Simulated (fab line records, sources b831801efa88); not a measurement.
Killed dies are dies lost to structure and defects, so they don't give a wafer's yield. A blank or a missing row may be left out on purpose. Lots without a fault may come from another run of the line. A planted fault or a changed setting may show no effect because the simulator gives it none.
Which tool did it? | flow gf180mcu | 11 lots, 33 wafers sampled, at 4 steps of a route of 602

WHAT THE GAUGES READ, wafer by wafer
GF_HV_LDD_TW_MEAS_38.
lot  | measured     | on            | HV_LDD_3_TW
L918 | day 11 19:52 | film_metro-01 | 1434 1443 1439
L920 | day 12 11:27 | film_metro-01 | 1439 1432 1421
L922 | day 13 15:59 | film_metro-04 | 1416 1414 1418
L926 | day 14 18:04 | film_metro-04 | 1414 1423 1422
L927 | day 15 00:07 | film_metro-04 | 1409 1408 1408
L931 | day 16 06:19 | film_metro-01 | 1486 1492 1485 1487 1490 1487
L932 | day 16 20:00 | film_metro-02 | 1485 1480 1478 1481 1481 1471
L933 | day 17 04:40 | film_metro-04 | 1415 1415 1425
L934 | day 17 09:58 | film_metro-01 | 1432 1437 1442
L937 | day 18 03:51 | film_metro-04 | 1417 1416 1418
L939 | day 19 01:26 | film_metro-02 | 1416 1419 1427

WHICH TOOL RAN EACH LOT (tool, then ch and the chambers of the sampled wafers, then the start)
lot  | GF_HV_LDD_STRIP_22                   | GF_HV_LDD_IMPLANT_34            | GF_HV_LDD_STRIP_37
L918 | plasma_asher-03 ch 0,1, day 11 01:28 | implanter-03 ch 0, day 11 19:20 | plasma_asher-03 ch 0,1, day 11 19:46
L920 | plasma_asher-03 ch 0,1, day 11 15:11 | implanter-03 ch 0, day 12 10:56 | plasma_asher-01 ch 0,1, day 12 11:22
L922 | plasma_asher-01 ch 0,1, day 12 19:22 | implanter-01 ch 0, day 13 15:27 | plasma_asher-04 ch 0,1, day 13 15:53
L926 | plasma_asher-03 ch 1, day 13 21:09   | implanter-01 ch 0, day 14 17:32 | plasma_asher-03 ch 0,1, day 14 17:58
L927 | plasma_asher-03 ch 0,1, day 14 02:25 | implanter-01 ch 0, day 14 23:36 | plasma_asher-04 ch 0,1, day 15 00:02
L931 | plasma_asher-01 ch 0,1, day 15 08:01 | implanter-01 ch 0, day 16 05:47 | plasma_asher-04 ch 0,1, day 16 06:13
L932 | plasma_asher-04 ch 0,1, day 15 21:24 | implanter-01 ch 0, day 16 19:27 | plasma_asher-03 ch 0,1, day 16 19:54
L933 | plasma_asher-01 ch 0,1, day 16 04:13 | implanter-03 ch 0, day 17 04:09 | plasma_asher-01 ch 0,1, day 17 04:35
L934 | plasma_asher-04 ch 0,1, day 16 09:53 | implanter-04 ch 0, day 17 09:28 | plasma_asher-04 ch 0,1, day 17 09:52
L937 | plasma_asher-04 ch 0,1, day 17 04:28 | implanter-03 ch 0, day 18 03:19 | plasma_asher-01 ch 0,1, day 18 03:44
L939 | plasma_asher-04 ch 0,1, day 18 01:02 | implanter-03 ch 0, day 19 00:53 | plasma_asher-01 ch 0,1, day 19 01:20
- GF_HV_LDD_STRIP_22: strips in O2/N2.
- GF_HV_LDD_IMPLANT_34
- GF_HV_LDD_STRIP_37: strips in O2/N2.

THE ANSWER, worked out from the rows above alone
Rule: what is usual is taken from the lots themselves. Put in order of their means at a reading, lots are off if they are a third of the lots or fewer, leave a main group of 4 or more, and stand apart from it by a gap of 3 or more times the standard deviation of the main group's means; of several such gaps the widest counts. A main group whose means are all the same, to the digits that the tables above print for the reading, isn't used. A lot without any number at a reading at which 4 lots or more have one is off too. The other lots that the step has rows for count as sound.
Off: L931, L932, at GF_HV_LDD_TW_MEAS_38 (HV_LDD_3_TW). The main group: mean 1423, standard deviation 9.7.
A tool fits if, at a process step before that reading, it ran every lot that is off, and no sound lot after the first of them. The gauges at GF_HV_LDD_TW_MEAS_38 are tried like those tools. One fits: implanter-01 at GF_HV_LDD_IMPLANT_34. Its last sound lot is L927 (day 14 23:36), its first lot that is off L931 (day 16 05:47): a fault that began between those two fits.

WHAT THE SIMULATOR HAD PUT IN
Process parameter drift: implanter-01, from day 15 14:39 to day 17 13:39, at GF_HV_LDD_IMPLANT_34. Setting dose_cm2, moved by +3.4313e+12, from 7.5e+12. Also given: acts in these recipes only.
Lots struck among those shown: L931, L932. The rule above found the same.
